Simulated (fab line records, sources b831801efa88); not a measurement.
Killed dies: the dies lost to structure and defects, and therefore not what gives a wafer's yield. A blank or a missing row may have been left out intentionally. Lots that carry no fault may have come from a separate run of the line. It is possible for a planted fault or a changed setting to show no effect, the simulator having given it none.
A single fault, viewed from 2 desks -- flow gf180mcu -- only its own numbers are on each desk; what lay behind them is given at the end

AT THE TOOL OWNER'S DESK: cvd-w-02
The tool's own readings at GF_CONTACT_CVD_24 (deposits W, target thk 300 nm, time 90.339 s): means of the sampled wafers that have a number, for each lot that ran on this tool. A lot is out of limits, marked OUT, if its mean lies more than 4 standard deviations from the usual mean; the brackets give that distance.
Columns: A = heater-power-w at GF_CONTACT_CVD_24, usual 896 W; B = susceptor-temp-C at GF_CONTACT_CVD_24, usual 400.04 C
lot,first seen here,A,B
L733,day 16 06:44,972,400.04
L735,day 16 19:24,832,400.12
L736,day 17 04:23,830,400.05
L742,day 19 08:43,839,400.11
L747,day 21 11:19,881,398.10 (-8.8) OUT
L749,day 21 23:11,874,397.93 (-9.6) OUT
L750,day 22 09:04,816,395.81 (-19) OUT
Finding of this desk: L747, L749, L750 out of limits; the first was L747 at day 21 11:19, on susceptor-temp-C at GF_CONTACT_CVD_24. In limits: L733, L735, L736, L742.

FROM THE METROLOGY DESK
What the gauges read for every lot (on any tool): the sampled wafers with a number, averaged. A lot is out of limits, marked OUT, if its mean lies more than 4 standard deviations from the usual mean; the brackets give that distance.
Columns: A = CONTACT_W_RS at GF_CONTACT_RS_MEAS_25, usual 0.386 ohm/sq; B = CONTACT_W_THK at GF_CONTACT_THK_MEAS_26, usual 290 nm
lot,first seen here,A,B
L733,day 16 06:50,0.384,293
L735,day 16 19:31,0.392,282
L736,day 17 04:29,0.388,288
L742,day 19 08:50,0.386,293
L743,day 20 02:47,0.386,290
L747,day 21 11:26,0.405 (+5.6) OUT,283
L748,day 21 18:41,0.387,286
L749,day 21 23:17,0.403 (+5.0) OUT,276
L750,day 22 09:10,0.413 (+7.9) OUT,269 (-5.1) OUT
L755,day 24 08:46,0.387,293
L756,day 24 16:41,0.388,290
This desk reports L747, L749, L750 out of limits; the earliest was L747 at day 21 11:26 (CONTACT_W_RS at GF_CONTACT_RS_MEAS_25). In limits: L733, L735, L736, L742, L743, L748, L755, L756.

PUT TOGETHER
At day 21 11:19, on L747, L749, L750, the tool owner's desk was in a position to raise an alarm.
The metrology desk could have raised an alarm at day 21 11:26, on L747, L749, L750.
On cvd-w-02, each named lot ran GF_CONTACT_CVD_24.

WHAT THE SIMULATOR HAD INSERTED
cvd-w-02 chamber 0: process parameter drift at GF_CONTACT_CVD_24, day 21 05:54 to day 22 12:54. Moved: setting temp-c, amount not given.
Struck lots among those shown: L747, L749, L750.
Counting hours from when the fault started, the first reading out of limits came at 5 for the tool owner's desk and at 6 for the metrology desk.
